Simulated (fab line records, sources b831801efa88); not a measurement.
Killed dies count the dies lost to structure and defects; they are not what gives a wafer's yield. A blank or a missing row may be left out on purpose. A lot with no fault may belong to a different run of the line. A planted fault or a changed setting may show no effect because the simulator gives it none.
fab line records -- flow sky130
record lots=6, wafers=18, last_day=49
route steps=708 shown METAL2@490 PAD_OPEN@708
lots untouched by any fault: they come from a run of this same line in which no faults occurred
start_h: hours from the record's first day to the start of the lot's first wafer shown -- wait_h: hours since the lot's step before -- " unchanged from the row above -- L1.1+2: a row that stands for several wafers -- - no value, or no start was given -- * or withheld: withheld -- < > ~ a bound
route shown NAME@n: NAME is a module with steps in the file, n the number in the route of the first one -- usual: average and standard deviation across the fault-free wafers -- same: alike in all rows -- chamber/n: place in a boat -- sites: readings site by site -- _std_site: their standard deviation -- _edge_site: the outer-site mean with the inner-site mean subtracted -- radius_mm: for every site, how far away it sits from the centre of the wafer -- mask NAME#n: copy n -- behind: the last tool/chamber to shape the wafer -- hold: the reason the lot was held/the length of the hold in hours/how it ended -- device: names the non-switching transistor (n, p or np) -- end of line: at the end of the route, the tests of the same wafers -- where a step has no rows: the recipe by itself -- killed: dies that structure and defects cost at the first sort, which is not the same as the wafer's yield -- map: per-die view of a wafer (x killed, . not killed, _ where there is no die)
set.NAME: setting as actually run; set.NAME@STEP: the setting as run at that earlier step -- model.NAME: the simulator's own value behind a step, which no gauge read
certain route steps with their lots: each step a table, each wafer a row
services: the hour from which a tool's chamber was out of use, counted from the record's first day as start_h (under 0 if before that day), plus the number of hours and why
## steps
# step SKY_METAL2_DEHYDRATE_07
# recipe temp_c=200, time_s=60
# step SKY_METAL2_HMDS_08
# recipe prime_time_s=60, prime_temp_c=120
# step SKY_METAL2_COAT_09
# recipe resist=BARC, temp_c=withheld, time_s=withheld, spin_rpm=3000, resist_thk_nm=60
# step SKY_METAL2_COAT_10
# recipe resist=KrF-thick, spin_rpm=3000, resist_thk_nm=450
# step SKY_METAL2_SOFTBAKE_11
# recipe temp_c=100, time_s=90, resist=KrF-thick
# step SKY_METAL2_EXPOSE_12
# recipe mask_id=MM2, na=0.8, source_shape=annular, sigma_inner=0.55, sigma_outer=0.85, target_cd_nm=140, dose_mj=28
# step SKY_METAL2_PEB_13
# recipe peb_temp_c=withheld, peb_time_s=withheld, resist=KrF-thick
# step SKY_METAL2_DEVELOP_14
# recipe develop_time_s=60, resist=KrF-thick, dev_temp_c=21
# step SKY_METAL2_CD_MEAS_15
# recipe target_cd_nm=140
# usual cd_nm=139.8/1.7
lot.wafer,tool,chamber,start_h,wait_h,cd_nm
L604.1,cd_sem-01,-,861.83,-,140.8
L604.3,cd_sem-01,-,861.83,-,139.9
L604.5,cd_sem-01,-,861.83,-,139.0
L607.2,cd_sem-01,-,885.30,-,140.5
L607.4,cd_sem-01,-,885.30,-,138.9
L607.6,cd_sem-01,-,885.30,-,140.8
L614.3,cd_sem-01,-,930.36,-,139.0
L614.5,cd_sem-01,-,930.36,-,139.2
L614.6,cd_sem-01,-,930.36,-,138.6
L615.1,cd_sem-02,-,932.97,-,142.7
L615.4,cd_sem-02,-,932.97,-,141.5
L615.6,cd_sem-02,-,932.97,-,143.0
L616.1,cd_sem-02,-,948.03,-,138.2
L616.2,cd_sem-02,-,948.03,-,138.9
L616.5,cd_sem-02,-,948.03,-,139.6
L617.1,cd_sem-02,-,949.82,-,140.3
L617.3,cd_sem-02,-,949.82,-,142.2
L617.5,cd_sem-02,-,949.82,-,141.6
# step SKY_METAL2_OVL_MEAS_16
# usual METAL2_OVL=-2/5.3
lot.wafer,tool,chamber,start_h,wait_h,METAL2_OVL[nm]
L604.1,overlay-01,-,861.95,0.1,1
L604.3,overlay-01,-,861.95,0.1,6
L604.5,overlay-01,-,861.95,0.1,3
L607.2,overlay-01,-,885.40,0.1,-6
L607.4,overlay-01,-,885.40,0.1,-8
L607.6,overlay-01,-,885.40,0.1,-6
L614.3,overlay-02,-,930.45,0.1,-8
L614.5,overlay-02,-,930.45,0.1,-9
L614.6,overlay-02,-,930.45,0.1,-3
L615.1,overlay-02,-,933.09,0.1,-6
L615.4,overlay-02,-,933.09,0.1,9
L615.6,overlay-02,-,933.09,0.1,6
L616.1,overlay-01,-,948.15,0.1,-4
L616.2,overlay-01,-,948.15,0.1,1
L616.5,overlay-01,-,948.15,0.1,-5
L617.1,overlay-02,-,949.94,0.1,6
L617.3,overlay-02,-,949.94,0.1,5
L617.5,overlay-02,-,949.94,0.1,10
# step SKY_METAL2_DESCUM_17
# recipe chemistry=O2, source_power_w=150, bias_power_w=0, pressure_mtorr=10, temp_c=40, time_s=8
# usual drypump_motor_current_A=5.61/0.29, oes_product_au=0.995/0.011
lot.wafer,tool,chamber,start_h,wait_h,drypump_motor_current_A,oes_product_au,rf_hours_counter_h
L604.1,rie_metal-01,1,861.98,0.0,5.70,1.013,7
L604.3,rie_metal-01,0,861.98,0.0,6.24,0.998,-
L604.5,rie_metal-01,0,861.98,0.0,6.23,0.989,-
L607.2,rie_metal-02,0,885.43,0.0,5.09,1.002,2
L607.4,rie_metal-02,0,885.43,0.0,5.10,1.011,-
L607.6,rie_metal-02,1,885.43,0.0,5.76,0.995,-
L614.3,rie_metal-01,1,930.49,0.0,5.69,1.003,-
L614.5,rie_metal-01,1,930.49,0.0,5.68,1.006,-
L614.6,rie_metal-01,0,930.49,0.0,6.27,1.004,-
L615.1,rie_metal-01,1,933.12,0.0,5.70,1.006,11
L615.4,rie_metal-01,1,933.12,0.0,5.69,1.001,-
L615.6,rie_metal-01,0,933.12,0.0,6.27,0.990,-
L616.1,rie_metal-04,1,948.18,0.0,5.50,0.987,10
L616.2,rie_metal-04,1,948.18,0.0,5.48,0.991,-
L616.5,rie_metal-04,1,948.18,0.0,5.48,0.992,-
L617.1,rie_metal-04,1,949.98,0.0,5.50,0.999,11
L617.3,rie_metal-04,1,949.98,0.0,5.49,0.983,-
L617.5,rie_metal-04,1,949.98,0.0,5.50,1.004,-
# step SKY_METAL2_ETCH_18
# recipe chemistry=N2/H2, target=BARC, ion_energy_ev=200, bias_w=100, pressure_mtorr=30, n2_flow_sccm=100, h2_flow_sccm=200, icp_w=500, stop_on=SiO2, time_s=45.9, target_depth_a=600
# usual bias_w=100.01/0.27, drypump_motor_current_A=5.61/0.3, oes_product_au=0.854/0.0043, throttle_valve_pct=13.225/0.0088
lot.wafer,tool,chamber,start_h,wait_h,bias_w,drypump_motor_current_A,oes_product_au,rf_hours_counter_h,throttle_valve_pct
L604.1,rie_metal-01,1,862.01,0.0,99.94,5.69,0.847,7,13.227
L604.3,rie_metal-01,0,862.01,0.0,99.65,6.24,0.847,-,13.235
L604.5,rie_metal-01,0,862.01,0.0,100.17,6.23,0.851,-,13.211
L607.2,rie_metal-02,0,885.46,0.0,100.00,5.08,0.855,2,13.237
L607.4,rie_metal-02,0,885.46,0.0,99.95,5.10,0.851,-,13.235
L607.6,rie_metal-02,1,885.46,0.0,99.86,5.75,0.853,-,13.230
L614.3,rie_metal-01,1,930.55,0.0,100.16,5.68,0.857,-,13.221
L614.5,rie_metal-01,1,930.55,0.0,100.63,5.70,0.862,-,13.218
L614.6,rie_metal-01,0,930.55,0.0,100.16,6.28,0.851,-,13.225
L615.1,rie_metal-01,1,933.15,0.0,99.79,5.67,0.854,11,13.221
L615.4,rie_metal-01,1,933.15,0.0,100.25,5.68,0.851,-,13.212
L615.6,rie_metal-01,0,933.15,0.0,100.07,6.25,0.855,-,13.239
L616.1,rie_metal-04,1,948.25,0.1,100.17,5.51,0.851,10,13.216
L616.2,rie_metal-04,1,948.25,0.1,100.18,5.49,0.862,-,13.230
L616.5,rie_metal-04,1,948.25,0.1,99.91,5.52,0.854,-,13.219
L617.1,rie_metal-04,1,950.04,0.1,100.05,5.52,0.852,11,13.226
L617.3,rie_metal-04,1,950.04,0.1,100.23,5.51,0.850,-,13.251
L617.5,rie_metal-04,1,950.04,0.1,100.07,5.49,0.856,-,13.221
# step SKY_METAL2_METAL_ETCH_19
# recipe target_depth_a=3600, stop_on=SiO2, over_etch_frac=0.3, time_s=78, chemistry=Cl2/BCl3, resist_sidewall_deg=88, pressure_mtorr=10, icp_w=900, bias_w=48.5, Cl2_flow_sccm=60, bcl3_flow_sccm=30
# usual bias_w=48.53/0.13, drypump_motor_current_A=5.61/0.3, oes_product_au=0.853/0.0056, throttle_valve_pct=22.264/0.0095
lot.wafer,tool,chamber,start_h,wait_h,bias_w,drypump_motor_current_A,oes_product_au,rf_hours_counter_h,throttle_valve_pct,model.KrF-thick_of_METAL2_COAT_10.thk_nm
L604.1,rie_metal-01,1,862.08,0.0,48.68,5.71,0.862,7,22.276,153.1
L604.3,rie_metal-01,0,862.08,0.0,48.59,6.29,0.858,-,22.269,164.5
L604.5,rie_metal-01,0,862.08,0.0,48.51,6.29,0.854,-,22.253,165.5
L607.2,rie_metal-02,0,885.53,0.0,48.49,5.11,0.858,2,22.271,158.2
L607.4,rie_metal-02,0,885.53,0.0,48.53,5.15,0.854,-,22.268,160.3
L607.6,rie_metal-02,1,885.53,0.0,48.35,5.73,0.854,-,22.271,158.9
L614.3,rie_metal-01,1,930.64,0.1,48.42,5.69,0.851,-,22.263,154.1
L614.5,rie_metal-01,1,930.64,0.1,48.69,5.68,0.854,-,22.267,153
L614.6,rie_metal-01,0,930.64,0.1,56.35,6.25,0.843,-,22.258,141.1
L615.1,rie_metal-01,1,933.22,0.0,48.60,5.69,0.855,11,22.254,157.7
L615.4,rie_metal-01,1,933.22,0.0,48.32,5.71,0.859,-,22.244,155.6
L615.6,rie_metal-01,0,933.22,0.0,56.21,6.25,0.859,-,22.272,142.2
L616.1,rie_metal-04,1,948.37,0.1,48.54,5.48,0.844,10,22.269,163
L616.2,rie_metal-04,1,948.37,0.1,48.45,5.48,0.861,-,22.281,160.7
L616.5,rie_metal-04,1,948.37,0.1,48.69,5.51,0.849,-,22.279,161.2
L617.1,rie_metal-04,1,950.17,0.1,48.47,5.48,0.847,11,22.276,162.3
L617.3,rie_metal-04,1,950.17,0.1,48.60,5.49,0.851,-,22.248,162
L617.5,rie_metal-04,1,950.17,0.1,48.49,5.47,0.856,-,22.271,160.6
# step SKY_METAL2_STRIP_20
# recipe chemistry=O2/N2, power_w=1400, pressure_mtorr=1500, platen_temp_c=withheld, o2_flow_sccm=3000, n2_flow_sccm=300, overash_fraction=0.5
# usual drypump_motor_current_A=5.8/0.35, o2_flow_sccm=2999/8.7, oes_product_au=0.344/0.0047, strip_time_to_endpoint_s=2.72/0.048
# same overash_fraction=0.5
lot.wafer,tool,chamber,start_h,wait_h,drypump_motor_current_A,o2_flow_sccm,oes_product_au,rf_hours_counter_h,strip_time_to_endpoint_s
L604.1,plasma_asher-04,1,862.17,0.1,5.8,2992,0.348,45,2.63
L604.3,plasma_asher-04,0,862.17,0.1,5.4,2995,0.343,-,2.75
L604.5,plasma_asher-04,1,862.17,0.1,5.7,3012,0.349,-,2.76
L607.2,plasma_asher-03,1,885.62,0.1,5.4,2999,0.341,14,2.70
L607.4,plasma_asher-03,0,885.62,0.1,6.3,3000,0.343,-,2.68
L607.6,plasma_asher-03,0,885.62,0.1,6.3,2998,0.342,-,2.68
L614.3,plasma_asher-04,1,930.76,0.1,5.7,3003,0.342,-,2.63
L614.5,plasma_asher-04,1,930.76,0.1,5.8,3002,0.342,-,2.64
L614.6,plasma_asher-04,0,930.76,0.1,5.4,3001,0.336,-,2.48
L615.1,plasma_asher-04,0,933.31,0.1,5.4,2993,0.346,52,2.69
L615.4,plasma_asher-04,1,933.31,0.1,5.8,3002,0.340,-,2.65
L615.6,plasma_asher-04,1,933.31,0.1,5.8,2993,0.333,-,2.51
L616.1,plasma_asher-03,0,948.55,0.1,6.3,2998,0.345,20,2.75
L616.2,plasma_asher-03,1,948.55,0.1,5.4,2985,0.344,20,2.71
L616.5,plasma_asher-03,0,948.55,0.1,6.3,3008,0.345,-,2.73
L617.1,plasma_asher-03,1,950.35,0.1,5.4,2993,0.352,20,2.74
L617.3,plasma_asher-03,0,950.35,0.1,6.2,3006,0.349,-,2.72
L617.5,plasma_asher-03,1,950.35,0.1,5.4,3007,0.346,-,2.72
# step SKY_METAL2_STRIP_21
# recipe chemistry=post_etch_residue_remover, time_s=1200, temp_c=72.5
# step SKY_PAD_OPEN_PROBE_99
# usual defect_limited_yield=82.4/1.8, killed_at_M0_to_M3=44/7, killed_at_M4_up=3.0/1.8, killed_at_contacts=24/4.9, killed_at_front_end=15/5, killed_at_other=0.2/0.53, killed_dies=87/8.7, killed_on_rim=17/4, killed_open=48/6.8, killed_short=39/5.7, sort_bin_3_pad_short=0.9/0.42, sort_bin_5_function=10.4/1.5, sort_bin_6_memory=6.3/1.1, sort_n_pass=405/8.7, sort_yield_pct=82.4/1.8
# same gross_dies=492, killed_at_back_side=0, sort_bin_4_leakage[%]=0, sort_bin_8_speed[%]=0
lot.wafer,tool,chamber,start_h,wait_h,defect_limited_yield[%],killed_at_M0_to_M3,killed_at_M4_up,killed_at_contacts,killed_at_front_end,killed_at_other,killed_dies,killed_on_rim,killed_open,killed_short,sort_bin_3_pad_short[%],sort_bin_5_function[%],sort_bin_6_memory[%],sort_n_pass,sort_yield_pct[%]
L604.1,prober-02,-,1106.97,0.1,81.7,42,0,29,19,0,90,20,49,41,0.4,12.4,5.5,402,81.7
L604.3,prober-02,-,1107.07,0.2,81.9,36,3,28,21,1,89,20,49,40,0.6,10.8,6.7,403,81.9
L604.5,prober-02,-,1107.17,0.2,80.5,46,6,27,17,0,96,24,48,48,1.2,12.0,6.3,396,80.5
L614.3,prober-02,-,1160.68,0.2,82.1,38,4,28,18,0,88,18,46,42,1.6,9.8,6.5,404,82.1
L614.5,prober-02,-,1160.78,0.2,82.7,39,4,29,13,0,85,16,48,37,0.8,9.3,7.1,407,82.7
L614.6,prober-02,-,1160.83,0.2,82.7,44,2,24,15,0,85,18,49,36,0.6,9.3,7.3,407,82.7
L615.1,prober-01,-,1162.97,0.1,81.1,48,6,28,11,0,93,18,50,43,1.2,11.0,6.7,399,81.1
L615.4,prober-01,-,1163.12,0.2,80.9,49,2,28,15,0,94,21,58,36,1.0,10.2,7.9,398,80.9
L615.6,prober-01,-,1163.22,0.2,82.1,45,5,20,18,0,88,13,54,34,0.8,10.0,7.1,404,82.1
L617.1,prober-01,-,1175.13,0.1,81.1,46,1,16,29,1,93,23,56,37,1.0,9.3,8.5,399,81.1
L617.3,prober-01,-,1175.23,0.2,82.5,39,2,29,16,0,86,16,47,39,0.2,11.4,5.9,406,82.5
L617.5,prober-01,-,1175.33,0.2,82.5,50,2,18,16,0,86,16,53,33,1.8,8.1,7.5,406,82.5
# killed by level:class
L604.1 VIA1:geometric_particle:open=14 LI_CONTACT:geometric_particle:open=10 LOCAL_INTERCONNECT:geometric_particle:short=8 CONTACT:geometric_particle:open=7 POLY_GATE:geometric_particle:short=6 VIA2:geometric_particle:open=6 FIELD_ISO:geometric_particle:short=5 VIA3:geometric_particle:open=5
L604.3 VIA1:geometric_particle:open=11 CONTACT:geometric_particle:open=11 VIA2:geometric_particle:open=5 FIELD_ISO:geometric_particle:short=5 POLY_GATE:geometric_particle:short=5 LI_CONTACT:geometric_particle:open=5 LOCAL_INTERCONNECT:geometric_particle:short=5 FIELD_ISO:geometric_particle:open=4
L604.5 VIA1:geometric_particle:open=19 VIA1:geometric_particle:short=9 LI_CONTACT:geometric_particle:open=9 LOCAL_INTERCONNECT:geometric_particle:short=7 METAL4:geometric_particle:short=6 CONTACT:geometric_particle:open=6 FIELD_ISO:geometric_particle:short=5 CONTACT:geometric_particle:short=5
L614.3 CONTACT:geometric_particle:open=12 FIELD_ISO:geometric_particle:open=7 VIA1:geometric_particle:open=6 LI_CONTACT:geometric_particle:open=6 METAL1:geometric_particle:short=6 METAL2:geometric_particle:short=5 VIA1:geometric_particle:short=4 CONTACT:geometric_particle:short=4
L614.5 CONTACT:geometric_particle:open=13 LI_CONTACT:geometric_particle:open=10 VIA2:geometric_particle:open=8 VIA1:geometric_particle:open=7 FIELD_ISO:geometric_particle:short=5 METAL1:geometric_particle:short=5 VIA1:geometric_particle:short=5 METAL3:geometric_particle:short=4
L614.6 VIA1:geometric_particle:open=17 CONTACT:geometric_particle:open=9 VIA2:geometric_particle:open=6 POLY_GATE:geometric_particle:open=6 LI_CONTACT:geometric_particle:open=6 VIA1:geometric_particle:short=5 CONTACT:geometric_particle:short=4 METAL2:geometric_particle:short=4
L615.1 VIA1:geometric_particle:open=11 LI_CONTACT:geometric_particle:open=8 METAL2:geometric_particle:short=8 CONTACT:geometric_particle:open=7 LI_CONTACT:geometric_particle:short=6 METAL1:geometric_particle:short=6 VIA1:geometric_particle:short=6 VIA3:geometric_particle:open=6
L615.4 VIA1:geometric_particle:open=14 CONTACT:geometric_particle:open=9 VIA2:geometric_particle:open=9 LOCAL_INTERCONNECT:geometric_particle:open=5 METAL1:geometric_particle:short=5 METAL2:geometric_particle:short=5 POLY_GATE:geometric_particle:open=4 LI_CONTACT:geometric_particle:open=4
L615.6 VIA1:geometric_particle:open=15 CONTACT:geometric_particle:open=9 VIA3:geometric_particle:open=7 METAL1:geometric_particle:short=6 VIA2:geometric_particle:open=6 FIELD_ISO:geometric_particle:open=5 METAL2:geometric_particle:short=5 POLY_GATE:geometric_particle:short=4
L617.1 VIA1:geometric_particle:open=11 VIA2:geometric_particle:open=9 CONTACT:geometric_particle:open=9 FIELD_ISO:geometric_particle:open=8 POLY_GATE:geometric_particle:open=8 POLY_GATE:geometric_particle:short=6 METAL2:geometric_particle:short=6 METAL1:geometric_particle:short=5
L617.3 LI_CONTACT:geometric_particle:open=12 VIA1:geometric_particle:open=9 VIA3:geometric_particle:open=7 CONTACT:geometric_particle:open=6 FIELD_ISO:geometric_particle:open=5 LOCAL_INTERCONNECT:geometric_particle:short=5 VIA1:geometric_particle:short=5 FIELD_ISO:geometric_particle:short=4
L617.5 VIA1:geometric_particle:open=17 LI_CONTACT:geometric_particle:open=8 VIA2:geometric_particle:open=8 VIA3:geometric_particle:open=5 FIELD_ISO:geometric_particle:open=4 POLY_GATE:geometric_particle:short=4 CONTACT:geometric_particle:short=4 VIA1:geometric_particle:short=4
## services
tool,chamber,start_h,hours,kind
rie_metal-04,-,854.55,0.7,repair
rie_metal-01,0,863.43,-,clean
rie_metal-01,0,863.43,14.6,scheduled_down
rie_metal-01,0,863.43,14.6,vent_cycle
plasma_asher-03,-,873.21,4.2,repair
rie_metal-04,-,885.54,1.5,repair
rie_metal-04,-,909.84,0.5,repair
rie_metal-02,-,912.61,4.3,pm
plasma_asher-03,-,916.93,2.8,pm
rie_metal-04,0,939.85,-,clean
rie_metal-04,0,939.85,24.4,scheduled_down
rie_metal-04,0,939.85,24.4,vent_cycle
## key
first_sign step=SKY_METAL2_METAL_ETCH_19, reading=bias_w, direction=up, sigmas=59, usual=48.53, struck=56.28
effect step=SKY_METAL2_STRIP_20, reading=strip_time_to_endpoint_s, direction=down, sigmas=4.7, usual=*, struck=*
model_effect step=SKY_METAL2_METAL_ETCH_19, value=KrF-thick_of_METAL2_COAT_10.thk_nm, without=157.2, struck=141.6
met_at SKY_METAL2_METAL_ETCH_19
struck_wafers L614.6,L615.6
onset_between 862.08 930.64
fault kind=process_parameter_drift, tool=rie_metal-01, chamber=0, onset_h=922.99, steps=SKY_METAL2_METAL_ETCH_19, channel=bias_w, offset=7.858, shape=step, end_h=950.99, acts_in=these_recipes_only, stated=48.5
